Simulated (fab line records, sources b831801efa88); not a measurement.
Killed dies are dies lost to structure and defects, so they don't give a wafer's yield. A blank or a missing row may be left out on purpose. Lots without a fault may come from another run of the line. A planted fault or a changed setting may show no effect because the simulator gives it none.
Which tool did it? | flow sky130 | 12 lots, 36 wafers sampled, at 2 steps of a route of 708

WHAT THE GAUGES READ, wafer by wafer
SKY_POLY_GATE_OVL_MEAS_14. Usual: POLY_GATE_OVL 1 nm, standard deviation 4.2.
lot  | measured     | on         | POLY_GATE_OVL (nm) | flag
L443 | day 16 19:52 | overlay-01 | -9 -4 -3           |
L445 | day 17 15:07 | overlay-01 | 7 2 4              |
L447 | day 18 04:13 | overlay-01 | 0 1 0              |
L453 | day 20 08:10 | overlay-02 | 3 -3 1             |
L452 | day 20 09:58 | overlay-02 | 9 2 2              |
L454 | day 20 18:58 | overlay-02 | 0 2 -3             |
L457 | day 21 22:18 | overlay-01 | 1 -7 -6            |
L458 | day 22 12:36 | overlay-02 | 4 8 7              |
L460 | day 22 19:04 | overlay-01 | 3 2 -2             |
L461 | day 23 06:20 | overlay-01 | 3 -3 8             |
L463 | day 23 23:19 | overlay-02 | 2 6 1              |
L464 | day 24 14:04 | overlay-02 | -6 -2 -5           |

SKY_LDD_HVN_OVL_MEAS_07. Usual: LDD_HVN_OVL -0.7 nm, standard deviation 1.3.
lot  | measured     | on         | LDD_HVN_OVL (nm) | flag
L443 | day 20 21:29 | overlay-02 | -0.2 -1.4 -0.7   |
L445 | day 21 15:05 | overlay-02 | -1.2 -0.9 0.4    |
L447 | day 22 03:08 | overlay-01 | -2.0 -3.0 -3.1   |
L453 | day 24 06:57 | overlay-01 | 0.5 -2.6 -2.4    |
L452 | day 24 10:02 | overlay-01 | -1.7 0.1 -1.6    |
L454 | day 24 16:14 | overlay-01 | 0.4 0.3 -0.3     |
L457 | day 25 19:34 | overlay-02 | 0.3 -1.6 0.3     |
L458 | day 26 09:05 | overlay-01 | -1.4 1.0 1.1     |
L460 | day 26 13:57 | overlay-02 | -1.6 -2.4 -0.8   |
L461 | day 27 02:20 | overlay-02 | -4.0 -2.9 -2.6   |
L463 | day 27 17:42 | overlay-02 | 0.9 0.6 0.0      |
L464 | day 28 09:17 | overlay-01 | -0.9 0.7 -1.2    |

WHICH TOOL RAN EACH LOT (tool, then ch and the chambers of the sampled wafers, then the start)
The record holds no process step before these readings.

WHAT THE TOOLS THEMSELVES READ (means of the sampled wafers that have a number; where no wafer has one, the mark that the record gives instead)
The record holds no such reading with a usual standard deviation.

THE ANSWER, worked out from the rows above alone
Rule: a lot is off if the mean of its wafers that have a number lies more than 3 standard deviations from the usual mean. A lot without any number at a reading at which 4 lots or more have one is off too. The other lots that the step has rows for count as sound. The gauges are gone through in route order, then the tools' own readings, and for those a lot's mean is taken as printed above. The first step at which some lot is off is used, and at that step the reading that is off furthest; a lot without a number counts as furthest.
No lot is off at any reading shown: from this, nothing can be told.

WHAT THE SIMULATOR HAD PUT IN
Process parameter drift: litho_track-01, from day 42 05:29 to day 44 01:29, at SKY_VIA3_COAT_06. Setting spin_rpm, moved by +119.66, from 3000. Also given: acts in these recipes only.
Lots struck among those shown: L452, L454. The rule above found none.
